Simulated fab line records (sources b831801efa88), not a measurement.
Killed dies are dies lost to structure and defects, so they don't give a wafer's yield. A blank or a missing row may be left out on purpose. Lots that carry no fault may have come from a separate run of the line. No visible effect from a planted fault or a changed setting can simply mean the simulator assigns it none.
Which tool was responsible?	flow sky130	at 1 step of a route of 708, 12 lots with 36 wafers sampled

WHAT THE GAUGES SHOWED, per wafer
SKY_FIELD_ISO_THK_MEAS_23.
lot	measured	on	FIELD_ISO_OXIDATION_01_THK (nm)
L075	day 2 11:26	film_metro-02	9.94 10.28 10.14
L077	day 2 21:37	film_metro-02	10.19 10.06 10.15
L079	day 3 12:55	film_metro-02	9.72 9.57 9.90
L081	day 3 21:01	film_metro-02	9.73 9.80 9.83
L083	day 4 06:42	film_metro-04	9.96 10.00 10.00
L085	day 4 18:18	film_metro-02	9.97 10.03 9.89
L087	day 5 03:31	film_metro-02	9.93 9.79 9.79
L089	day 5 12:37	film_metro-04	10.06 10.03 10.13
L091	day 6 00:44	film_metro-04	9.88 10.20 10.32
L093	day 6 12:53	film_metro-02	9.84 9.91 9.84
L095	day 6 18:26	film_metro-04	9.90 9.85 9.83
L097	day 7 07:01	film_metro-01	9.88 9.96 9.96

TOOL THAT RAN EACH LOT (tool first, then ch and the chambers of the sampled wafers, then the start)
Before these readings, the record contains no process step.

THE ANSWER, worked out from the rows above alone
Rule: usual is defined by the lots themselves. Put in order of their means at a reading, lots are off if they are a third of the lots or fewer, leave a main group of 4 or more, and stand apart from it by a gap of 3 or more times the standard deviation of the main group's means; of several such gaps the widest counts. The tables above print the reading to a certain number of digits; a main group whose means all agree to those digits is not used. Also off: a lot with no number at a reading for which 4 or more lots have one. The other lots that the step has rows for count as sound.
None of the lots is off at any reading shown; this tells nothing.

WHAT THE SIMULATOR HAD INSERTED
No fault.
